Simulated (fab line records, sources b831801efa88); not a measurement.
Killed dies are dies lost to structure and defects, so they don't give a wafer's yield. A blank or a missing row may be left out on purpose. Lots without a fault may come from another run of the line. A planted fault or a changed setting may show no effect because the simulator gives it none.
fab line records | flow sky130
record lots=5 wafers=15 last_day=49
route steps=708 shown LDD_N@253 LDD_P@255 LDD_HVN@267 LDD_HVP@278 LDD_LDN@289
lots that met no fault: from a run of the same line without faults
start_h: hours from the record's first day to the start of the lot's first wafer shown | wait_h: hours since the lot's step before | " the same as in the row above | L1.1+2: a row that stands for several wafers | - no value, or no start given | * or withheld: withheld | < > ~ a bound
route shown NAME@n: a module of which the file shows steps, and the number in the route of the first | usual: mean/standard deviation of fault-free wafers | same: alike in all rows | chamber/n: place in a boat | sites: the reading at each site | _std_site: their standard deviation | _edge_site: outer sites' mean less inner sites' | radius_mm: how far each site lies from the wafer's centre | mask NAME#n: copy n | behind: the tool/chamber that last shaped the wafer | hold: why the lot was held/for how many hours/how that ended | device: the transistor (n, p or np) that didn't switch | end of line: the same wafers' tests at the end of the route | a step without rows: its recipe alone | killed: dies lost to structure and defects at the first sort, not the wafer's yield | map: a wafer's dies, x killed, . not, _ none there
set.NAME: the setting as run; set.NAME@STEP: as run at that earlier step | model.NAME: the simulator's own value behind a step, which no gauge read
lots at some steps of the route; a table a step, a row a wafer
services: from which hour (start_h, from the record's first day; less than 0 if before it) a tool's chamber was out of use, for how many hours, and why
## steps
# step SKY_LDD_N_STRIP_16
# recipe chemistry=O2/N2 power_w=1400 pressure_mtorr=1500 platen_temp_c=withheld o2_flow_sccm=3000 n2_flow_sccm=300 overash_fraction=0.5
# usual drypump_motor_current_A=5.5/0.36 oes_product_au=0.407/0.0042 strip_time_to_endpoint_s=4.314/0.013
# columns lot.wafer tool chamber start_h wait_h drypump_motor_current_A oes_product_au rf_hours_counter_h strip_time_to_endpoint_s
L081.1 plasma_asher-03 0 469.62 0.1 6.0 0.411 5 4.299
L081.4 " 0 " " 6.0 0.416 - 4.303
L081.5 " 0 " " 6.0 0.409 - 4.315
L082.2 plasma_asher-04 0 473.58 0.1 5.3 0.410 67 4.314
L082.3 " 0 " " 5.3 0.408 - 4.291
L082.4 " 1 " " 5.0 0.415 - 4.314
L088.1 plasma_asher-03 0 543.98 0.1 5.9 0.402 13 4.293
L088.3 " 1 " " 5.9 0.400 - 4.305
L088.4 " 0 " " 6.0 0.404 - 4.310
L090.3 plasma_asher-03 1 561.96 0.1 5.9 0.405 - 4.306
L090.5 " 0 " " 6.0 0.411 - 4.307
L090.6 " 1 " " 6.0 0.415 - 4.328
L093.4 plasma_asher-04 1 576.01 0.1 5.0 0.410 - 4.312
L093.5 " 1 " " 5.0 0.403 - 4.327
L093.6 " 0 " " 5.3 0.409 - 4.316
# step SKY_LDD_N_TW_MEAS_17
# usual LDD_N_TW=2567/16
# columns lot.wafer tool chamber start_h wait_h LDD_N_TW
L081.1 film_metro-01 - 469.72 0.1 2541
L081.4 " - " " 2550
L081.5 " - " " 2545
L082.2 film_metro-02 - 473.69 0.1 2580
L082.3 " - " " 2584
L082.4 " - " " 2568
L088.1 film_metro-01 - 544.08 0.1 2564
L088.3 " - " " 2541
L088.4 " - " " 2559
L090.3 film_metro-01 - 562.04 0.1 2565
L090.5 " - " " 2550
L090.6 " - " " 2550
L093.4 film_metro-02 - 576.10 0.1 2567
L093.5 " - " " 2582
L093.6 " - " " 2597
# step SKY_LDD_P_DEHYDRATE_00
# recipe temp_c=200 time_s=60
# columns lot.wafer tool chamber start_h wait_h
L081.1+4+5 litho_track-03 0 484.83 15.1
L082.2+3+4 litho_track-04 0 488.81 15.1
L088.1+3+4 litho_track-04 0 558.79 14.7
L090.3+5+6 litho_track-03 0 575.88 13.8
L093.4+5+6 litho_track-02 0 590.56 14.4
# step SKY_LDD_P_HMDS_01
# recipe prime_time_s=60 prime_temp_c=120
# columns lot.wafer tool chamber start_h wait_h
L081.1+4+5 litho_track-03 0 484.98 0.1
L082.2+3+4 litho_track-04 0 488.96 0.1
L088.1+3+4 litho_track-04 0 558.94 0.1
L090.3+5+6 litho_track-03 0 576.03 0.1
L093.4+5+6 litho_track-02 0 590.71 0.1
# step SKY_LDD_P_COAT_02
# recipe resist=NOVOLAK spin_rpm=3000 resist_thk_nm=1119
# columns lot.wafer tool chamber start_h wait_h
L081.1+4+5 litho_track-03 0 485.13 0.1
L082.2+3+4 litho_track-04 0 489.11 0.1
L088.1+3+4 litho_track-04 0 559.09 0.1
L090.3+5+6 litho_track-03 0 576.18 0.1
L093.4+5+6 litho_track-02 0 590.86 0.1
# step SKY_LDD_P_SOFTBAKE_03
# recipe temp_c=90 time_s=60 resist=NOVOLAK
# columns lot.wafer tool chamber start_h wait_h
L081.1+4+5 litho_track-03 0 485.28 0.1
L082.2+3+4 litho_track-04 0 489.26 0.1
L088.1+3+4 litho_track-04 0 559.24 0.1
L090.3+5+6 litho_track-03 0 576.33 0.1
L093.4+5+6 litho_track-02 0 591.01 0.1
# step SKY_LDD_P_EXPOSE_04
# recipe mask_id=PSDM na=0.6 source_shape=conventional sigma_outer=0.6 polarization=unpolarized target_cd_nm=380 dose_mj=138
# columns lot.wafer tool chamber start_h wait_h mask
L081.1+4+5 iline_stepper-02 0 - - PSDM#0
L082.2+3+4 iline_stepper-01 0 - - PSDM#0
L088.1+3+4 iline_stepper-02 0 - - PSDM#0
L090.3+5+6 iline_stepper-01 0 - - PSDM#0
L093.4+5+6 iline_stepper-01 0 - - PSDM#0
# step SKY_LDD_P_PEB_05
# recipe temp_c=withheld time_s=* resist=NOVOLAK
# columns lot.wafer tool chamber start_h wait_h
L081.1+4+5 litho_track-03 0 - -
L082.2+3+4 litho_track-02 0 - -
L088.1+3+4 litho_track-03 0 - -
L090.3+5+6 litho_track-04 0 - -
L093.4+5+6 litho_track-02 0 - -
# step SKY_LDD_P_DEVELOP_06
# recipe resist=NOVOLAK developer=TMAH develop_time_s=60 dev_temp_c=23
# columns lot.wafer tool chamber start_h wait_h
L081.1+4+5 litho_track-03 0 500.13 0.1
L082.2+3+4 litho_track-02 0 504.66 0.1
L088.1+3+4 litho_track-03 0 573.83 0.1
L090.3+5+6 litho_track-04 0 591.59 0.1
L093.4+5+6 litho_track-02 0 605.56 0.1
# step SKY_LDD_P_CD_MEAS_07
# recipe target_cd_nm=380
# usual cd_nm=379.6/2.2
# columns lot.wafer tool chamber start_h wait_h cd_nm
L081.1 cd_sem-02 - 500.28 0.1 383.6
L081.4 " - " " 379.5
L081.5 " - " " 381.8
L082.2 cd_sem-01 - 504.81 0.1 375.9
L082.3 " - " " 379.0
L082.4 " - " " 376.3
L088.1 cd_sem-01 - 573.98 0.1 379.0
L088.3 " - " " 377.8
L088.4 " - " " 378.4
L090.3 cd_sem-02 - 591.73 0.1 378.0
L090.5 " - " " 378.7
L090.6 " - " " 376.2
L093.4 cd_sem-02 - 605.70 0.1 379.4
L093.5 " - " " 381.0
L093.6 " - " " 380.5
# step SKY_LDD_P_OVL_MEAS_08
# usual LDD_P_OVL=1.1/1.2
# columns lot.wafer tool chamber start_h wait_h LDD_P_OVL[nm]
L081.1 overlay-02 - 500.40 0.1 1.0
L081.4 " - " " 2.0
L081.5 " - " " 2.1
L082.2 overlay-01 - 504.91 0.1 0.5
L082.3 " - " " 0.0
L082.4 " - " " -0.8
L088.1 overlay-02 - 574.10 0.1 2.2
L088.3 " - " " 1.8
L088.4 " - " " -0.4
L090.3 overlay-02 - 591.82 0.1 1.1
L090.5 " - " " 1.8
L090.6 " - " " 1.5
L093.4 overlay-02 - 605.78 0.1 0.6
L093.5 " - " " 0.5
L093.6 " - " " 1.9
# step SKY_LDD_P_IMPLANT_09
# recipe species=BF2 energy_kev=25 dose_cm2=1e+13 tilt_deg=withheld
# columns lot.wafer tool chamber start_h wait_h
L081.1+4+5 implanter-01 0 500.43 0.0
L082.2+3+4 implanter-04 0 504.97 0.0
L088.1+3+4 implanter-04 0 574.13 0.0
L090.3+5+6 implanter-04 0 591.89 0.1
L093.4+5+6 implanter-03 0 605.87 0.1
# step SKY_LDD_P_STRIP_10
# recipe chemistry=O2/N2 power_w=1400 pressure_mtorr=1500 platen_temp_c=withheld o2_flow_sccm=3000 n2_flow_sccm=300 overash_fraction=0.5
# usual drypump_motor_current_A=5.35/0.19 oes_product_au=0.716/0.0044 strip_time_to_endpoint_s=13.93/0.039
# columns lot.wafer tool chamber start_h wait_h drypump_motor_current_A oes_product_au rf_hours_counter_h strip_time_to_endpoint_s
L081.1 plasma_asher-01 0 500.58 0.1 5.44 0.717 39 13.97
L081.4 " 0 " " 5.44 0.711 - 13.93
L081.5 " 1 " " 5.46 0.728 - 13.98
L082.2 plasma_asher-01 0 505.09 0.1 5.46 0.716 40 13.92
L082.3 " 0 " " 5.47 0.708 - 13.91
L082.4 " 1 " " 5.48 0.716 - 13.90
L088.1 plasma_asher-01 0 574.28 0.1 5.44 0.716 46 13.90
L088.3 " 0 " " 5.44 0.715 - 13.95
L088.4 " 1 " " 5.46 0.717 - 13.94
L090.3 plasma_asher-01 1 592.03 0.1 5.46 0.715 - 13.85
L090.5 " 1 " " 5.45 0.719 - 13.89
L090.6 " 0 " " 5.44 0.709 - 13.89
L093.4 plasma_asher-02 1 605.98 0.1 5.49 0.707 - 13.96
L093.5 " 0 " " 5.62 0.712 - 13.91
L093.6 " 1 " " 5.49 0.712 - 13.95
# step SKY_LDD_P_TW_MEAS_11
# usual LDD_P_TW=631/6.1
# columns lot.wafer tool chamber start_h wait_h LDD_P_TW
L081.1 film_metro-04 - 500.68 0.1 640
L081.4 " - " " 638
L081.5 " - " " 643
L082.2 film_metro-03 - 505.20 0.1 631
L082.3 " - " " 634
L082.4 " - " " 631
L088.1 film_metro-01 - 574.38 0.1 626
L088.3 " - " " 627
L088.4 " - " " 628
L090.3 film_metro-01 - 592.11 0.1 631
L090.5 " - " " 633
L090.6 " - " " 626
L093.4 film_metro-01 - 606.07 0.1 628
L093.5 " - " " 623
L093.6 " - " " 624
# step SKY_LDD_HVN_DEHYDRATE_00
# recipe temp_c=200 time_s=60
# columns lot.wafer tool chamber start_h wait_h
L081.1+4+5 litho_track-04 0 515.54 14.8
L082.2+3+4 litho_track-01 0 519.82 14.6
L088.1+3+4 litho_track-04 0 588.49 14.1
L090.3+5+6 litho_track-01 0 605.90 13.8
L093.4+5+6 litho_track-03 0 620.10 14.0
# step SKY_LDD_HVN_HMDS_01
# recipe prime_time_s=60 prime_temp_c=120
# columns lot.wafer tool chamber start_h wait_h
L081.1+4+5 litho_track-04 0 515.69 0.1
L082.2+3+4 litho_track-01 0 519.97 0.1
L088.1+3+4 litho_track-04 0 588.64 0.1
L090.3+5+6 litho_track-01 0 606.05 0.1
L093.4+5+6 litho_track-03 0 620.25 0.1
# step SKY_LDD_HVN_COAT_02
# recipe resist=NOVOLAK spin_rpm=3000 resist_thk_nm=300
# columns lot.wafer tool chamber start_h wait_h
L081.1+4+5 litho_track-04 0 515.84 0.1
L082.2+3+4 litho_track-01 0 520.12 0.1
L088.1+3+4 litho_track-04 0 588.79 0.1
L090.3+5+6 litho_track-01 0 606.20 0.1
L093.4+5+6 litho_track-03 0 620.40 0.1
# step SKY_LDD_HVN_SOFTBAKE_03
# recipe temp_c=90 time_s=60 resist=NOVOLAK
# columns lot.wafer tool chamber start_h wait_h
L081.1+4+5 litho_track-04 0 515.99 0.1
L082.2+3+4 litho_track-01 0 520.27 0.1
L088.1+3+4 litho_track-04 0 588.94 0.1
L090.3+5+6 litho_track-01 0 606.35 0.1
L093.4+5+6 litho_track-03 0 620.55 0.1
# step SKY_LDD_HVN_EXPOSE_04
# recipe mask_id=HVNTM na=0.6 source_shape=conventional sigma_outer=0.6 polarization=unpolarized target_cd_nm=700 dose_mj=127
# columns lot.wafer tool chamber start_h wait_h mask
L081.1+4+5 iline_stepper-02 0 - - HVNTM#0
L082.2+3+4 iline_stepper-01 0 - - HVNTM#0
L088.1+3+4 iline_stepper-01 0 - - HVNTM#0
L090.3+5+6 iline_stepper-01 0 - - HVNTM#0
L093.4+5+6 iline_stepper-02 0 - - HVNTM#0
# step SKY_LDD_HVN_PEB_05
# recipe temp_c=withheld time_s=* resist=NOVOLAK
# columns lot.wafer tool chamber start_h wait_h
L081.1+4+5 litho_track-03 0 - -
L082.2+3+4 litho_track-03 0 - -
L088.1+3+4 litho_track-03 0 - -
L090.3+5+6 litho_track-03 0 - -
L093.4+5+6 litho_track-03 0 - -
# step SKY_LDD_HVN_DEVELOP_06
# recipe resist=NOVOLAK developer=TMAH develop_time_s=60 dev_temp_c=23
# columns lot.wafer tool chamber start_h wait_h
L081.1+4+5 litho_track-03 0 530.98 0.1
L082.2+3+4 litho_track-03 0 534.85 0.1
L088.1+3+4 litho_track-03 0 603.68 0.1
L090.3+5+6 litho_track-03 0 620.83 0.1
L093.4+5+6 litho_track-03 0 635.15 0.1
# step SKY_LDD_HVN_OVL_MEAS_07
# usual LDD_HVN_OVL=-1.4/1.4
# columns lot.wafer tool chamber start_h wait_h LDD_HVN_OVL[nm]
L081.1 overlay-01 - 531.13 0.1 -1.9
L081.4 " - " " -1.4
L081.5 " - " " -1.5
L082.2 overlay-01 - 534.98 0.1 -2.0
L082.3 " - " " -4.5
L082.4 " - " " -2.2
L088.1 overlay-01 - 603.83 0.1 -3.4
L088.3 " - " " -1.4
L088.4 " - " " -2.5
L090.3 overlay-01 - 620.94 0.1 -3.3
L090.5 " - " " -1.5
L090.6 " - " " -1.6
L093.4 overlay-02 - 635.24 0.1 2.8
L093.5 " - " " 0.9
L093.6 " - " " 1.5
# step SKY_LDD_HVN_IMPLANT_08
# recipe species=P energy_kev=60 dose_cm2=3e+13 tilt_deg=40
# columns lot.wafer tool chamber start_h wait_h
L081.1+4+5 implanter-03 0 531.16 0.0
L082.2+3+4 implanter-03 0 535.04 0.0
L088.1+3+4 implanter-01 0 603.86 0.0
L090.3+5+6 implanter-03 0 621.01 0.1
L093.4+5+6 implanter-03 0 635.34 0.1
# step SKY_LDD_HVN_STRIP_09
# recipe chemistry=O2/N2 power_w=1400 pressure_mtorr=1500 platen_temp_c=withheld o2_flow_sccm=3000 n2_flow_sccm=300 overash_fraction=0.5
# usual drypump_motor_current_A=5.5/0.36 oes_product_au=0.408/0.0047 strip_time_to_endpoint_s=4.127/0.014
# columns lot.wafer tool chamber start_h wait_h drypump_motor_current_A oes_product_au rf_hours_counter_h strip_time_to_endpoint_s
L081.1 plasma_asher-04 0 531.31 0.1 5.3 0.413 74 4.132
L081.4 " 1 " " 5.0 0.400 - 4.122
L081.5 " 0 " " 5.3 0.416 - 4.132
L082.2 plasma_asher-04 1 535.16 0.1 5.0 0.402 74 4.134
L082.3 " 1 " " 5.0 0.414 - 4.117
L082.4 " 0 " " 5.3 0.413 - 4.122
L088.1 plasma_asher-03 1 604.01 0.1 5.9 0.411 20 4.135
L088.3 " 1 " " 5.9 0.406 - 4.129
L088.4 " 0 " " 6.0 0.410 - 4.139
L090.3 plasma_asher-04 1 621.14 0.1 5.0 0.405 - 4.138
L090.5 " 0 " " 5.3 0.411 - 4.126
L090.6 " 1 " " 5.0 0.413 - 4.150
L093.4 plasma_asher-02 1 635.44 0.1 5.5 0.410 - 4.092
L093.5 " 0 " " 5.6 0.399 - 4.129
L093.6 " 1 " " 5.5 0.410 - 4.135
# step SKY_LDD_HVN_TW_MEAS_10
# usual LDD_HVN_TW=1439/14
# columns lot.wafer tool chamber start_h wait_h LDD_HVN_TW
L081.1 film_metro-02 - 531.41 0.1 1431
L081.4 " - " " 1442
L081.5 " - " " 1439
L082.2 film_metro-04 - 535.27 0.1 1453
L082.3 " - " " 1450
L082.4 " - " " 1442
L088.1 film_metro-04 - 604.11 0.1 1446
L088.3 " - " " 1444
L088.4 " - " " 1448
L090.3 film_metro-01 - 621.23 0.1 1413
L090.5 " - " " 1416
L090.6 " - " " 1416
L093.4 film_metro-01 - 635.54 0.1 1414
L093.5 " - " " 1425
L093.6 " - " " 1415
# step SKY_LDD_HVP_DEHYDRATE_00
# recipe temp_c=200 time_s=60
# columns lot.wafer tool chamber start_h wait_h
L081.1+4+5 litho_track-02 0 545.94 14.5
L082.2+3+4 litho_track-02 0 550.01 14.7
L088.1+3+4 litho_track-01 0 617.69 13.6
L090.3+5+6 litho_track-02 0 634.89 13.6
L093.4+5+6 litho_track-03 0 649.80 14.2
# step SKY_LDD_HVP_HMDS_01
# recipe prime_time_s=60 prime_temp_c=120
# columns lot.wafer tool chamber start_h wait_h
L081.1+4+5 litho_track-02 0 546.09 0.1
L082.2+3+4 litho_track-02 0 550.16 0.1
L088.1+3+4 litho_track-01 0 617.84 0.1
L090.3+5+6 litho_track-02 0 635.04 0.1
L093.4+5+6 litho_track-03 0 649.95 0.1
# step SKY_LDD_HVP_COAT_02
# recipe resist=NOVOLAK spin_rpm=3000 resist_thk_nm=300
# columns lot.wafer tool chamber start_h wait_h
L081.1+4+5 litho_track-02 0 546.24 0.1
L082.2+3+4 litho_track-02 0 550.31 0.1
L088.1+3+4 litho_track-01 0 617.99 0.1
L090.3+5+6 litho_track-02 0 635.19 0.1
L093.4+5+6 litho_track-03 0 650.10 0.1
# step SKY_LDD_HVP_SOFTBAKE_03
# recipe temp_c=90 time_s=60 resist=NOVOLAK
# columns lot.wafer tool chamber start_h wait_h
L081.1+4+5 litho_track-02 0 546.39 0.1
L082.2+3+4 litho_track-02 0 550.46 0.1
L088.1+3+4 litho_track-01 0 618.14 0.1
L090.3+5+6 litho_track-02 0 635.34 0.1
L093.4+5+6 litho_track-03 0 650.25 0.1
# step SKY_LDD_HVP_EXPOSE_04
# recipe mask_id=HVPTM na=0.6 source_shape=conventional sigma_outer=0.6 polarization=unpolarized target_cd_nm=700 dose_mj=86
# columns lot.wafer tool chamber start_h wait_h mask
L081.1+4+5 iline_stepper-01 0 - - HVPTM#0
L082.2+3+4 iline_stepper-02 0 - - HVPTM#0
L088.1+3+4 iline_stepper-01 0 - - HVPTM#0
L090.3+5+6 iline_stepper-01 0 - - HVPTM#0
L093.4+5+6 iline_stepper-01 0 - - HVPTM#0
# step SKY_LDD_HVP_PEB_05
# recipe temp_c=withheld time_s=* resist=NOVOLAK
# columns lot.wafer tool chamber start_h wait_h
L081.1+4+5 litho_track-01 0 - -
L082.2+3+4 litho_track-02 0 - -
L088.1+3+4 litho_track-03 0 - -
L090.3+5+6 litho_track-02 0 - -
L093.4+5+6 litho_track-03 0 - -
# step SKY_LDD_HVP_DEVELOP_06
# recipe resist=NOVOLAK developer=TMAH develop_time_s=60 dev_temp_c=23
# columns lot.wafer tool chamber start_h wait_h
L081.1+4+5 litho_track-01 0 561.70 0.1
L082.2+3+4 litho_track-02 0 564.81 0.1
L088.1+3+4 litho_track-03 0 632.83 0.1
L090.3+5+6 litho_track-02 0 649.94 0.1
L093.4+5+6 litho_track-03 0 664.40 0.1
# step SKY_LDD_HVP_OVL_MEAS_07
# usual LDD_HVP_OVL=-0.1/1.5
# columns lot.wafer tool chamber start_h wait_h LDD_HVP_OVL[nm]
L081.1 overlay-01 - 561.85 0.1 0.5
L081.4 " - " " -0.9
L081.5 " - " " -0.2
L082.2 overlay-02 - 564.94 0.1 -1.6
L082.3 " - " " 0.4
L082.4 " - " " -1.7
L088.1 overlay-02 - 632.98 0.1 1.7
L088.3 " - " " 3.1
L088.4 " - " " 3.2
L090.3 overlay-02 - 650.05 0.1 -1.0
L090.5 " - " " 0.6
L090.6 " - " " 0.4
L093.4 overlay-01 - 664.49 0.1 1.6
L093.5 " - " " 2.0
L093.6 " - " " 1.2
# step SKY_LDD_HVP_IMPLANT_08
# recipe species=B energy_kev=20 dose_cm2=1.7e+13 tilt_deg=17.9
# columns lot.wafer tool chamber start_h wait_h
L081.1+4+5 implanter-04 0 561.88 0.0
L082.2+3+4 implanter-01 0 565.00 0.0
L088.1+3+4 implanter-04 0 633.01 0.0
L090.3+5+6 implanter-02 0 650.12 0.1
L093.4+5+6 implanter-02 0 664.59 0.1
# step SKY_LDD_HVP_STRIP_09
# recipe chemistry=O2/N2 power_w=1400 pressure_mtorr=1500 platen_temp_c=withheld o2_flow_sccm=3000 n2_flow_sccm=300 overash_fraction=0.5
# usual drypump_motor_current_A=5.70/0.22 oes_product_au=0.408/0.0044 strip_time_to_endpoint_s=4.131/0.018
# columns lot.wafer tool chamber start_h wait_h drypump_motor_current_A oes_product_au rf_hours_counter_h strip_time_to_endpoint_s
L081.1 plasma_asher-01 1 562.03 0.1 5.47 0.412 44 4.176
L081.4 " 1 " " 5.46 0.407 - 4.173
L081.5 " 1 " " 5.45 0.408 - 4.165
L082.2 plasma_asher-03 0 565.12 0.1 5.93 0.403 15 4.158
L082.3 " 1 " " 5.89 0.404 - 4.147
L082.4 " 0 " " 5.97 0.406 - 4.115
L088.1 plasma_asher-03 0 633.16 0.1 5.99 0.413 23 4.127
L088.3 " 0 " " 6.00 0.403 - 4.128
L088.4 " 1 " " 5.93 0.408 - 4.109
L090.3 plasma_asher-03 1 650.26 0.1 5.91 0.404 - 4.127
L090.5 " 0 " " 5.98 0.409 - 4.137
L090.6 " 1 " " 5.91 0.416 - 4.169
L093.4 plasma_asher-02 1 664.69 0.1 5.50 0.398 - 4.113
L093.5 " 1 " " 5.49 0.408 - 4.130
L093.6 " 0 " " 5.65 0.406 - 4.119
# step SKY_LDD_HVP_TW_MEAS_10
# usual LDD_HVP_TW=455/3.1
# columns lot.wafer tool chamber start_h wait_h LDD_HVP_TW
L081.1 film_metro-02 - 562.13 0.1 458
L081.4 " - " " 455
L081.5 " - " " 455
L082.2 film_metro-03 - 565.23 0.1 453
L082.3 " - " " 450
L082.4 " - " " 451
L088.1 film_metro-03 - 633.26 0.1 452
L088.3 " - " " 452
L088.4 " - " " 453
L090.3 film_metro-02 - 650.34 0.1 456
L090.5 " - " " 454
L090.6 " - " " 455
L093.4 film_metro-03 - 664.79 0.1 456
L093.5 " - " " 453
L093.6 " - " " 455
# step SKY_LDD_LDN_DEHYDRATE_00
# recipe temp_c=200 time_s=60
# columns lot.wafer tool chamber start_h wait_h
L081.1+4+5 litho_track-02 0 575.94 13.8
L082.2+3+4 litho_track-01 0 579.47 14.2
L088.1+3+4 litho_track-02 0 647.29 14.0
L090.3+5+6 litho_track-01 0 664.34 14.0
L093.4+5+6 litho_track-04 0 677.91 13.1
# step SKY_LDD_LDN_HMDS_01
# recipe prime_time_s=60 prime_temp_c=120
# columns lot.wafer tool chamber start_h wait_h
L081.1+4+5 litho_track-02 0 576.09 0.1
L082.2+3+4 litho_track-01 0 579.62 0.1
L088.1+3+4 litho_track-02 0 647.44 0.1
L090.3+5+6 litho_track-01 0 664.49 0.1
L093.4+5+6 litho_track-04 0 678.06 0.1
# step SKY_LDD_LDN_COAT_02
# recipe resist=NOVOLAK spin_rpm=3000 resist_thk_nm=1140
# columns lot.wafer tool chamber start_h wait_h
L081.1+4+5 litho_track-02 0 576.24 0.1
L082.2+3+4 litho_track-01 0 579.77 0.1
L088.1+3+4 litho_track-02 0 647.59 0.1
L090.3+5+6 litho_track-01 0 664.64 0.1
L093.4+5+6 litho_track-04 0 678.21 0.1
# step SKY_LDD_LDN_SOFTBAKE_03
# recipe temp_c=90 time_s=60 resist=NOVOLAK
# columns lot.wafer tool chamber start_h wait_h
L081.1+4+5 litho_track-02 0 576.39 0.1
L082.2+3+4 litho_track-01 0 579.92 0.1
L088.1+3+4 litho_track-02 0 647.74 0.1
L090.3+5+6 litho_track-01 0 664.79 0.1
L093.4+5+6 litho_track-04 0 678.36 0.1
# step SKY_LDD_LDN_EXPOSE_04
# recipe mask_id=LDNTM na=0.6 source_shape=conventional sigma_outer=0.6 polarization=unpolarized target_cd_nm=700 dose_mj=140
# columns lot.wafer tool chamber start_h wait_h mask
L081.1+4+5 iline_stepper-02 0 - - LDNTM#0
L082.2+3+4 iline_stepper-01 0 - - LDNTM#0
L088.1+3+4 iline_stepper-01 0 - - LDNTM#0
L090.3+5+6 iline_stepper-01 0 - - LDNTM#0
L093.4+5+6 iline_stepper-01 0 - - LDNTM#0
# step SKY_LDD_LDN_PEB_05
# recipe temp_c=withheld time_s=* resist=NOVOLAK
# columns lot.wafer tool chamber start_h wait_h
L081.1+4+5 litho_track-01 0 - -
L082.2+3+4 litho_track-04 0 - -
L088.1+3+4 litho_track-04 0 - -
L090.3+5+6 litho_track-02 0 - -
L093.4+5+6 litho_track-02 0 - -
# step SKY_LDD_LDN_DEVELOP_06
# recipe resist=NOVOLAK developer=TMAH develop_time_s=60 dev_temp_c=23
# columns lot.wafer tool chamber start_h wait_h
L081.1+4+5 litho_track-01 0 591.60 0.1
L082.2+3+4 litho_track-04 0 594.06 0.1
L088.1+3+4 litho_track-04 0 662.44 0.1
L090.3+5+6 litho_track-02 0 678.29 0.1
L093.4+5+6 litho_track-02 0 692.51 0.1
# step SKY_LDD_LDN_OVL_MEAS_07
# usual LDD_LDN_OVL=-0.7/1.3
# columns lot.wafer tool chamber start_h wait_h LDD_LDN_OVL[nm]
L081.1 overlay-01 - 591.75 0.1 1.1
L081.4 " - " " 3.0
L081.5 " - " " 1.7
L082.2 overlay-01 - 594.19 0.1 -3.0
L082.3 " - " " 1.0
L082.4 " - " " 0.1
L088.1 overlay-01 - 662.59 0.1 0.0
L088.3 " - " " -0.7
L088.4 " - " " -0.6
L090.3 overlay-01 - 678.40 0.1 0.3
L090.5 " - " " 0.6
L090.6 " - " " -0.3
L093.4 overlay-01 - 692.61 0.1 -1.1
L093.5 " - " " -0.2
L093.6 " - " " -1.1
# step SKY_LDD_LDN_IMPLANT_08
# recipe species=As energy_kev=15 dose_cm2=1.25e+13 tilt_deg=withheld rotation_deg=23
# columns lot.wafer tool chamber start_h wait_h
L081.1+4+5 implanter-03 0 591.78 0.0
L082.2+3+4 implanter-02 0 594.25 0.0
L088.1+3+4 implanter-03 0 662.62 0.0
L090.3+5+6 implanter-04 0 678.47 0.1
L093.4+5+6 implanter-02 0 692.70 0.1
# step SKY_LDD_LDN_IMPLANT_09
# recipe species=As energy_kev=15 dose_cm2=1.25e+13 tilt_deg=withheld rotation_deg=113
# columns lot.wafer tool chamber start_h wait_h
L081.1+4+5 implanter-03 0 591.93 0.1
L082.2+3+4 implanter-02 0 594.40 0.1
L088.1+3+4 implanter-03 0 662.77 0.1
L090.3+5+6 implanter-04 0 678.62 0.1
L093.4+5+6 implanter-02 0 692.85 0.1
# step SKY_LDD_LDN_IMPLANT_10
# recipe species=As energy_kev=15 dose_cm2=1.276e+13 tilt_deg=withheld rotation_deg=203
# columns lot.wafer tool chamber start_h wait_h
L081.1+4+5 implanter-03 0 592.08 0.1
L082.2+3+4 implanter-02 0 594.55 0.1
L088.1+3+4 implanter-03 0 662.92 0.1
L090.3+5+6 implanter-04 0 678.77 0.1
L093.4+5+6 implanter-02 0 693.00 0.1
# step SKY_LDD_LDN_IMPLANT_11
# recipe species=As energy_kev=15 dose_cm2=1.25e+13 tilt_deg=withheld rotation_deg=293
# columns lot.wafer tool chamber start_h wait_h
L081.1+4+5 implanter-03 0 592.23 0.1
L082.2+3+4 implanter-02 0 594.70 0.1
L088.1+3+4 implanter-03 0 663.07 0.1
L090.3+5+6 implanter-04 0 678.92 0.1
L093.4+5+6 implanter-02 0 693.15 0.1
# step SKY_LDD_LDN_STRIP_12
# recipe chemistry=O2/N2 power_w=1400 pressure_mtorr=1500 platen_temp_c=withheld o2_flow_sccm=3000 n2_flow_sccm=300 overash_fraction=0.5
# usual drypump_motor_current_A=5.47/0.27 oes_product_au=0.716/0.0042 strip_time_to_endpoint_s=14.18/0.037
# columns lot.wafer tool chamber start_h wait_h drypump_motor_current_A oes_product_au rf_hours_counter_h strip_time_to_endpoint_s
L081.1 plasma_asher-01 1 592.38 0.1 5.46 0.721 48 14.19
L081.4 " 0 " " 5.42 0.720 - 14.20
L081.5 " 0 " " 5.43 0.713 - 14.20
L082.2 plasma_asher-03 1 594.82 0.1 5.93 0.717 19 14.12
L082.3 " 0 " " 5.97 0.712 - 14.17
L082.4 " 1 " " 5.92 0.713 - 14.14
L088.1 plasma_asher-04 1 663.22 0.1 4.98 0.711 88 14.22
L088.3 " 1 " " 4.99 0.713 - 14.26
L088.4 " 0 " " 5.32 0.717 - 14.19
L090.3 plasma_asher-04 1 679.06 0.1 4.99 0.720 - 14.18
L090.5 " 0 " " 5.37 0.715 - 14.17
L090.6 " 1 " " 5.00 0.716 - 14.12
L093.4 plasma_asher-01 0 693.26 0.1 5.43 0.719 - 14.12
L093.5 " 0 " " 5.43 0.718 - 14.19
L093.6 " 1 " " 5.48 0.710 - 14.22
# step SKY_LDD_LDN_TW_MEAS_13
# usual LDD_LDN_TW=1472/7.9
# columns lot.wafer tool chamber start_h wait_h LDD_LDN_TW
L081.1 film_metro-02 - 592.48 0.1 1476
L081.4 " - " " 1487
L081.5 " - " " 1474
L082.2 film_metro-01 - 594.93 0.1 1462
L082.3 " - " " 1470
L082.4 " - " " 1464
L088.1 film_metro-01 - 663.32 0.1 1461
L088.3 " - " " 1461
L088.4 " - " " 1461
L090.3 film_metro-01 - 679.14 0.1 1475
L090.5 " - " " 1477
L090.6 " - " " 1472
L093.4 film_metro-03 - 693.35 0.1 1464
L093.5 " - " " 1466
L093.6 " - " " 1459
## services
# columns tool chamber start_h hours kind
iline_stepper-02 - 448.66 1.7 pm
implanter-04 - 450.63 3.4 repair
implanter-03 - 458.56 2.6 repair
plasma_asher-02 - 473.15 14.6 pm
implanter-03 - 507.63 20.6 repair
plasma_asher-01 - 511.59 14.6 pm
iline_stepper-01 - 517.22 1.7 pm
implanter-01 - 527.28 5.3 repair
implanter-02 - 534.07 2.2 repair
plasma_asher-02 - 561.19 24.3 repair
plasma_asher-02 - 561.22 2.3 repair
implanter-01 - 575.99 1.4 repair
implanter-04 - 576.89 0.8 repair
implanter-03 - 601.57 1.4 repair
plasma_asher-01 - 616.12 4.0 pm
implanter-04 - 623.29 2.2 repair
iline_stepper-02 - 630.37 4.4 pm
iline_stepper-02 - 644.96 6.5 repair
implanter-04 - 648.76 0.6 repair
implanter-03 - 657.20 2.5 repair
implanter-01 - 661.42 4.7 pm
iline_stepper-02 - 666.84 1.7 pm
implanter-03 - 686.93 1.8 repair
plasma_asher-02 - 691.14 0.9 repair
## key
fault none
